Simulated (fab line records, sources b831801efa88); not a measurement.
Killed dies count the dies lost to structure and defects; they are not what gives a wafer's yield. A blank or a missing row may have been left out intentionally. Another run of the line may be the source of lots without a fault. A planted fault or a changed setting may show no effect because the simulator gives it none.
A lot that was struck, set against a sound lot | flow sky130 | 12 out of 708 route steps
Sound: these wafers, L434.1, L434.2, L434.4. Wafers L444.1, L444.2, L444.5 were the ones struck. The cause is named last.
For every step that has rows: the tool of each side, followed by ch and its chambers, followed by its first start. Under that, the readings that differ: sound wafers | struck wafers | difference of the means | sigmas: that difference in standard deviations of wafers without a fault.
alike: readings with means less than 2 such deviations apart, plus words and numbers identical on both sides. not compared: withheld readings, readings lacking a value on some wafer, bounds such as >300 that could conceal the same value, and numbers that have no deviation in the record and whose values overlap.
A row with sigmas, a row that says differs or no value, or rows on one side alone: a step with any of these is where the two part. When numbers do not overlap yet have no deviation, they are printed without sigmas and do not part them. A reading missing from all wafers of one side parts the sides only when that side holds two or more wafers.

SKY_FIELD_ISO_BOW_MEAS_00:
  sound on film metro-03 at day 3 17:00; struck on film metro-03 at day 5 19:00
  alike: INCOMING_BOW
then, 1 step without rows for these wafers: SKY_FIELD_ISO_OXIDATION_01 (stabilise 600 s, purge 300 s, target thk 12 nm).
SKY_FIELD_ISO_THK_MEAS_02:
  sound on film metro-02 at day 3 19:26; struck on film metro-02 at day 6 01:34
  alike: FIELD_ISO_OXIDATION_00_THK
then, 1 step without rows for these wafers: SKY_FIELD_ISO_CVD_03 (deposits Si3N4 from DCS/NH3, target thk 165 nm, time 2830 s).
SKY_FIELD_ISO_THK_MEAS_04:
  sound on film metro-03 at day 3 21:17; struck on film metro-03 at day 6 03:25
  alike: FIELD_ISO_CVD_03_THK
then, 4 steps without rows for these wafers: SKY_FIELD_ISO_DEHYDRATE_05 (time 60 s); SKY_FIELD_ISO_HMDS_06 (prime time 60 s); SKY_FIELD_ISO_COAT_07 (resist thk 60 nm); SKY_FIELD_ISO_COAT_08 (resist thk 450 nm).
SKY_FIELD_ISO_SOFTBAKE_09: time 90 s.
  sound on litho track-02 ch 0, day 4 05:00; struck on litho track-02 ch 0, day 6 12:00
  reading                  | sound              | struck            | difference | sigmas
  heater power total W (W) | 57.36 57.35 57.49  | 55.81 55.76 55.72 | -1.64      | -14
  plate temp C (C)         | 100.04 99.90 99.77 | 98.07 98.18 98.16 | -1.77      | -14
then, 1 step without rows for these wafers: SKY_FIELD_ISO_EXPOSE_10 (exposes mask FOM, target cd 150 nm).
-- a jump in the record: the struck wafers' starts before and after are 44 days apart (it breaks off in module FIELD_ISO and resumes in module PAD_OPEN, where the first step shown is number 708 of the route) --
SKY_PAD_OPEN_PROBE_99:
  sound on prober-02 at day 48 06:13; struck on prober-02 at day 50 14:22
  alike: killed_at_M0_to_M3, killed_at_M4_up, killed at contacts, killed at front end, killed at other, killed dies, killed open, killed short

## WHERE THEY PART
Only at SKY_FIELD_ISO_SOFTBAKE_09, as far as this record shows. Later steps at which nothing parts them and some readings are alike: SKY_PAD_OPEN_PROBE_99.

WHY: what had been put in by the simulator
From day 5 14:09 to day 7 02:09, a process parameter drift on litho track-02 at SKY_FIELD_ISO_SOFTBAKE_09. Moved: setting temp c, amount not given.
